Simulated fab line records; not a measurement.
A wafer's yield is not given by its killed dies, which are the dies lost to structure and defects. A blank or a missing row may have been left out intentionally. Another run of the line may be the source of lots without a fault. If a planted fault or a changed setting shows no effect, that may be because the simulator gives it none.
A struck lot beside a sound one -- flow sfq line -- 34 steps out of a route of 325
Sound: wafers L608.3, L608.5, L608.6. Struck: wafers L617.1, L617.3, L617.6. The cause is given at the end.
At each step with rows: each side's tool, then ch and its chambers, then its first start. Under that, the readings that differ: sound wafers -- struck wafers -- difference of the means -- sigmas: that difference in standard deviations of wafers without a fault.
alike: words and numbers the same on both sides, and readings whose means are apart by under 2 such deviations; not compared: readings that were withheld, readings missing a value for some wafer, numbers with overlapping values and no deviation given by the record, and bounds like >300 which may hide the same value.
Wherever a step has rows on one side only, a row that says differs or no value, or a row with sigmas, the two part there. When numbers do not overlap yet have no deviation, they are printed without sigmas and do not part them. Lack of a reading on every wafer of one side parts them only where that side has two or more wafers.

first, 6 steps without rows for these wafers: SFQ_TRILAYER_M6_LITHO_COAT_164 (resist thk 62 nm); SFQ_TRILAYER_M6_LITHO_COAT_159 (resist thk 600 nm); SFQ_TRILAYER_M6_LITHO_SOFTBAKE_163; SFQ_TRILAYER_M6_LITHO_EXPOSE_160 (exposes mask M6, target cd 500 nm); SFQ_TRILAYER_M6_LITHO_PEB_162 (peb time 60 s); SFQ_TRILAYER_M6_LITHO_DEVELOP_161 (time 60 s).
SFQ_M6_OVL_MEAS_940:
  sound on overlay-01 at day 79 15:19; struck on overlay-02 at day 85 07:28
  alike: M6_OVL
SFQ_TRILAYER_M6_BARC_OPEN_METAL_ETCH_206: etches BARC in O2, target depth 125 nm, time 41.7 s.
  sound on rie metal-02 ch 0,1, day 79 15:22; struck on rie metal-03 ch 0,1, day 85 07:31
  alike: drypump motor current A, oes product au
  not compared: rf hours counter h
SFQ_TRILAYER_M6_ETCH_METAL_ETCH_162: etches Nb in Cl2/Ar, stops on SiO2, target depth 240 nm, time 120 s.
  sound on rie metal-02 ch 0,1, day 79 15:27; struck on rie metal-03 ch 0,1, day 85 07:34
  alike: drypump motor current A, oes product au
  not compared: rf hours counter h
then, 2 steps without rows for these wafers: SFQ_TRILAYER_M6_STRIP_STRIP_163 (strips in O2); SFQ_TRILAYER_M6_STRIP_SOLV_CLEAN_164 (cleans in NMP, time 600 s).
SFQ_TRILAYER_I6_DEP_PECVD_165: deposits SiO2 from SiH4/N2O, time 111.11 s, target thk 500 nm.
  sound on pecvd-04 ch 0,1, day 79 16:19; struck on pecvd-04 ch 0,1, day 85 08:28
  no value came back on the struck wafers for any of 5 readings (chamber pressure Torr (Torr), heater power outer w (W) and others); on the sound wafers chamber pressure Torr (Torr) reads 2.405 2.415 2.399
SFQ_TRILAYER_I6_CMP_CMP_166: polishes SiO2.
  sound on cmp-02 ch 1,2,3, day 79 17:23; struck on cmp-02 ch 0,1, day 85 09:03
reading,sound,struck,difference,sigmas
time to endpoint s (s),213 215 223,- - -,no value on the struck wafers,
  alike: motor current A
SFQ_I6_BOW_MEAS_941:
  sound on film metro-04 at day 79 19:26; struck on film metro-01 at day 85 11:33
reading,sound,struck,difference,sigmas
I6_BOW (um),-22 -11 -9,18 23 21,+35,+3
SFQ_TRILAYER_I6_METRO_MEASURE_167:
  sound on film metro-04 at day 79 19:55; struck on film metro-01 at day 85 11:40
then, 6 steps without rows for these wafers: SFQ_TRILAYER_I6_VIA_LITHO_COAT_174 (resist thk 62 nm); SFQ_TRILAYER_I6_VIA_LITHO_COAT_169 (resist thk 650 nm); SFQ_TRILAYER_I6_VIA_LITHO_SOFTBAKE_173; SFQ_TRILAYER_I6_VIA_LITHO_EXPOSE_170 (exposes mask I6, target cd 700 nm); SFQ_TRILAYER_I6_VIA_LITHO_PEB_172 (peb time 60 s); SFQ_TRILAYER_I6_VIA_LITHO_DEVELOP_171 (time 60 s).
-- the record jumps here: 3 days lie between the struck wafers' starts before and after --
SFQ_I6_OVL_MEAS_942:
  sound on overlay-02 at day 83 17:58; struck on overlay-02 at day 88 13:29
  alike: I6_OVL
SFQ_TRILAYER_I6_VIA_BARC_OPEN_VIA_ETCH_235: etches BARC in O2, target depth 125 nm, time 41.7 s.
  sound on rie diel-04 ch 0,1,3, day 83 18:00; struck on rie diel-04 ch 1,3, day 88 13:31
  alike: drypump motor current A, oes product au
  not compared: rf hours counter h
SFQ_TRILAYER_I6_VIA_ETCH_VIA_ETCH_172: etches SiO2 in CHF3, stops on Nb, target depth 260 nm.
  sound on rie diel-04 ch 0,1,3, day 83 18:02; struck on rie diel-04 ch 1,3, day 88 13:34
reading,sound,struck,difference,sigmas
oes product au (a.u.),0.851 0.857 0.857,0.382 0.374 0.369,-0.480,-98
model.etch.depth nm (nm),199.8 200 200,0 0 0,-200,
  alike: drypump motor current A
SFQ_TRILAYER_I6_VIA_STRIP_STRIP_173: strips in O2.
  sound on rie metal-03 ch 0,1, day 83 18:21; struck on rie metal-03 ch 0, day 88 13:41
  alike: drypump motor current A, oes product au
  not compared: rf hours counter h
then, 3 steps without rows for these wafers: SFQ_TRILAYER_I6_VIA_STRIP_SOLV_CLEAN_174 (cleans in NMP, time 600 s); SFQ_TRILAYER_M7_DEP_PRE_CLEAN_176 (time 22.5 s); SFQ_TRILAYER_M7_DEP_SPUTTER_175 (material Nb, target thk 200 nm, time 133.3 s).
SFQ_M7_RS_MEAS_943: a four-point-probe measurement.
  sound on film metro-04 at day 83 19:05; struck on film metro-04 at day 88 14:37
  alike: M7_NB_RS
then, 3 steps without rows for these wafers: SFQ_TRILAYER_M7_LITHO_COAT_182 (resist thk 62 nm); SFQ_TRILAYER_M7_LITHO_COAT_177 (resist thk 600 nm); SFQ_TRILAYER_M7_LITHO_SOFTBAKE_181.
SFQ_TRILAYER_M7_LITHO_EXPOSE_178: exposes mask M7, target cd 500 nm.
  struck on krf scanner-01, day 88 16:43; sound on krf scanner-01 ch 0, day 84 00:34
  no value came back on the struck wafers for exposure dose mJ cm2, focus offset nm (nm); on the sound wafers exposure dose mJ cm2 reads 14.406 14.383 14.415
  alike: mask
then, 1 step without rows for these wafers: SFQ_TRILAYER_M7_LITHO_PEB_180 (peb time 60 s).

== WHERE THEY PART ==
First at SFQ_TRILAYER_I6_DEP_PECVD_165; last, within this record, at SFQ_TRILAYER_M7_LITHO_EXPOSE_178.

WHY: what the simulator had put in
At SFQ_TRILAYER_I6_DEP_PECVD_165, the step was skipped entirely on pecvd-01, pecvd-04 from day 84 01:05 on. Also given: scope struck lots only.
